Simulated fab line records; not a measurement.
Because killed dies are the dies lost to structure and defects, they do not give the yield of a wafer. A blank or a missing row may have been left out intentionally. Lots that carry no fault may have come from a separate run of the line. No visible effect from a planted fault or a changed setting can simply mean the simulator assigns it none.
A single fault, viewed from 2 desks / flow sky130 / each desk holds nothing but its own numbers, with what lay behind them at the end

== AT THE TOOL OWNER'S DESK: furnace-02 ==
The tool's own readings at SKY_FIELD_ISO_OXIDATION_22 (stabilise 600 s, purge 300 s, target thk 10 nm): means of the sampled wafers that have a number, for each lot that ran on this tool. A lot is out of limits, marked OUT, if its mean lies more than 4 standard deviations from the usual mean; the brackets give that distance.
Columns: A = ox temp c at SKY_FIELD_ISO_OXIDATION_22, usual 950.0 C; B = ox temp c max at SKY_FIELD_ISO_OXIDATION_22, usual 954.3; C = spike tc bottom C at SKY_FIELD_ISO_OXIDATION_22, usual 965 C; D = spike tc upper C at SKY_FIELD_ISO_OXIDATION_22, usual 949.8 C; E = zone power centre pct at SKY_FIELD_ISO_OXIDATION_22, usual 20.1 %
lot=L697; first seen here=day 3 01:30; A=949.3; B=952.6; C=970; D=950.8; E=19.7
lot=L705; first seen here=day 4 19:46; A=949.9; B=953.7; C=969; D=950.0; E=19.7
lot=L707; first seen here=day 5 12:17; A=950.3; B=954.0; C=969; D=951.6; E=19.7
lot=L708; first seen here=day 5 13:51; A=950.6; B=954.2; C=970; D=949.7; E=19.8
lot=L716; first seen here=day 7 14:25; A=950.0; B=954.1; C=969; D=951.1; E=19.7
Finding of this desk: none of the 5 lots has anything out of limits.

== METROLOGY DESK ==
Means of the sampled wafers that have a number, per lot and without regard to the tool the lot ran on: this is what the gauges read. A lot is out of limits, marked OUT, if its mean lies more than 4 standard deviations from the usual mean; the brackets give that distance.
Columns: A = SONOS_TUNNEL_TW at SKY_SONOS_TUNNEL_TW_MEAS_12, usual 195.8
lot=L693; first seen here=day 10 23:44; A=197.6
lot=L696; first seen here=day 11 21:01; A=195.7
lot=L697; first seen here=day 12 04:46; A=196.4
lot=L698; first seen here=day 12 19:43; A=197.3
lot=L699; first seen here=day 13 08:03; A=193.5
lot=L700; first seen here=day 13 09:56; A=196.8
lot=L701; first seen here=day 13 23:11; A=198.0
lot=L702; first seen here=day 14 01:17; A=198.3
lot=L705; first seen here=day 14 21:39; A=195.5
lot=L707; first seen here=day 16 01:52; A=192.9
lot=L708; first seen here=day 16 04:26; A=196.1
lot=L716; first seen here=day 19 12:59; A=193.2
Finding of this desk: none of the 12 lots has anything out of limits.

== ALL TOGETHER ==
The tool owner's desk saw nothing out of limits.
The metrology desk saw nothing out of limits.

== WHAT HAD BEEN PUT IN BY THE SIMULATOR ==
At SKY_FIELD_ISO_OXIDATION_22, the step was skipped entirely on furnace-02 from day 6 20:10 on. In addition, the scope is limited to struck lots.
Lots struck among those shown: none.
